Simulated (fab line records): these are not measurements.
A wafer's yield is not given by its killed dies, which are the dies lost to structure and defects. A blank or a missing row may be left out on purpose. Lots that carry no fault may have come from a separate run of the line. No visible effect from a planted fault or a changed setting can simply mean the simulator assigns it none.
Struck lot and sound lot, side by side | flow sky130 | 16 out of 708 route steps
Sound: the wafers L133.1, L133.3, L133.6. Wafers struck: L135.1, L135.2, L135.6. Last of all comes the cause.
Per side, at each step with rows, come the tool, then ch with its chambers, and then its first start. Under that, the readings that differ: sound wafers | struck wafers | difference of the means | sigmas: that difference in standard deviations of wafers without a fault.
alike: same words and numbers on both sides, and readings whose means sit less than 2 such deviations apart. not compared: any withheld reading, any reading some wafer has no value for, any bound like >300 that may hide the same value, and any number with overlapping values for which the record gives no deviation.
Wherever a step has rows on one side only, a row that says differs or no value, or a row with sigmas, the two part there. Numbers that have no deviation but don't overlap get no sigmas and don't part them. A reading that every wafer of one side lacks parts them only if that side has two wafers or more.

SKY_FIELD_ISO_THK_MEAS_04:
  sound on film-metro-03, day 5 05:10; struck on film-metro-03, day 5 20:08
  alike: FIELD_ISO_CVD_03_THK
then, 8 steps without rows for these wafers: SKY_FIELD_ISO_DEHYDRATE_05 (time 60 s); SKY_FIELD_ISO_HMDS_06 (prime time 60 s); SKY_FIELD_ISO_COAT_07 (resist thk 60 nm); SKY_FIELD_ISO_COAT_08 (resist thk 450 nm); SKY_FIELD_ISO_SOFTBAKE_09 (time 90 s); SKY_FIELD_ISO_EXPOSE_10 (exposes mask FOM, target cd 150 nm); SKY_FIELD_ISO_PEB_11; SKY_FIELD_ISO_DEVELOP_12 (develop time 60 s).
SKY_FIELD_ISO_CD_MEAS_13: target cd 150 nm.
  sound on cd-sem-02, day 5 22:41; struck on cd-sem-01, day 6 13:26
  reading    | sound             | struck            | difference | sigmas
  cd-nm (nm) | 147.9 147.9 149.1 | 150.9 151.8 151.0 | +2.9       | +2
SKY_FIELD_ISO_ETCH_14: etches BARC in N2/H2, stops on SiO2, time 45.9 s, target depth 60 nm.
  sound on rie-diel-03 ch 0,2, day 5 22:49; struck on rie-diel-01 ch 0,2, day 6 13:33
  alike: drypump-motor-current-A, n2-flow-sccm, oes-product-au, throttle-valve-pct
  not compared: rf-hours-counter-h
SKY_FIELD_ISO_ETCH_15: etches the open film in CHF3/O2, stops on Si, target depth 180 nm, time 70.96 s.
  sound on rie-diel-03 ch 0,2, day 5 22:51; struck on rie-diel-01 ch 0,2, day 6 13:35
  alike: drypump-motor-current-A, oes-product-au, throttle-valve-pct
  not compared: rf-hours-counter-h
SKY_FIELD_ISO_STRIP_16: strips in O2/N2.
  sound on plasma-asher-04 ch 1, day 5 22:55; struck on plasma-asher-04 ch 0,1, day 6 13:39
  no value came back on the struck wafers for any of 5 readings (chamber-pressure-mTorr (mTorr), drypump-motor-current-A (A) and others); on the sound wafers chamber-pressure-mTorr (mTorr) reads 1500.1 1499.0 1496.7
  reading                                          | sound | struck          | difference | sigmas
  model.KrF-thick_of_FIELD_ISO_COAT_08.thk-nm (nm) | 0 0 0 | 243.8 240 241.7 | +241.8     |
  not compared: rf-hours-counter-h
SKY_FIELD_ISO_ETCH_17: etches Si in HBr/Cl2/O2, target depth 342 nm, time 97.7 s.
  sound on rie-si-02 ch 0,1,3, day 5 23:01; struck on rie-si-01 ch 2,3, day 6 13:45
  reading                                          | sound             | struck            | difference | sigmas
  he-backside-leak-sccm (sccm)                     | 3.08 2.90 2.79    | 2.37 2.50 2.34    | -0.52      | -2
  oes-product-au (a.u.)                            | 1.034 1.004 1.012 | 0.995 1.000 0.996 | -0.020     | -2
  model.KrF-thick_of_FIELD_ISO_COAT_08.thk-nm (nm) | 0 0 0             | 130.2 125.8 128   | +128.0     |
  alike: drypump-motor-current-A, throttle-valve-pct
  not compared: rf-hours-counter-h
then, 1 step without rows for these wafers: SKY_FIELD_ISO_WET_ETCH_18 (etches Si3N4 in H3PO4, target depth 25 nm, time 286 s).
-- the record jumps here: 44 days lie between the struck wafers' starts before and after (it left off in module FIELD_ISO and takes up again in module PAD_OPEN, whose first step shown is number 708 of the route) --
SKY_PAD_OPEN_PROBE_99:
  sound on prober-02, day 50 00:22; struck on prober-02, day 50 05:51
  reading             | sound      | struck      | difference | sigmas
  killed-at-front-end | 19 25 13   | 424 427 429 | +408       | +99 or more
  killed-at-other     | 0 1 2      | 0 0 0       | -1         | -2
  killed-dies         | 101 85 108 | 492 492 492 | +394       | +41
  killed-on-rim       | 22 21 19   | 96 96 96    | +75        | +19
  alike: killed_at_M0_to_M3, killed_at_M4_up, killed-at-contacts, killed-open, killed-short

## WHERE THEY PART
At SKY_FIELD_ISO_CD_MEAS_13 first; at SKY_PAD_OPEN_PROBE_99 last (within this record only).

WHY: what the simulator had put in
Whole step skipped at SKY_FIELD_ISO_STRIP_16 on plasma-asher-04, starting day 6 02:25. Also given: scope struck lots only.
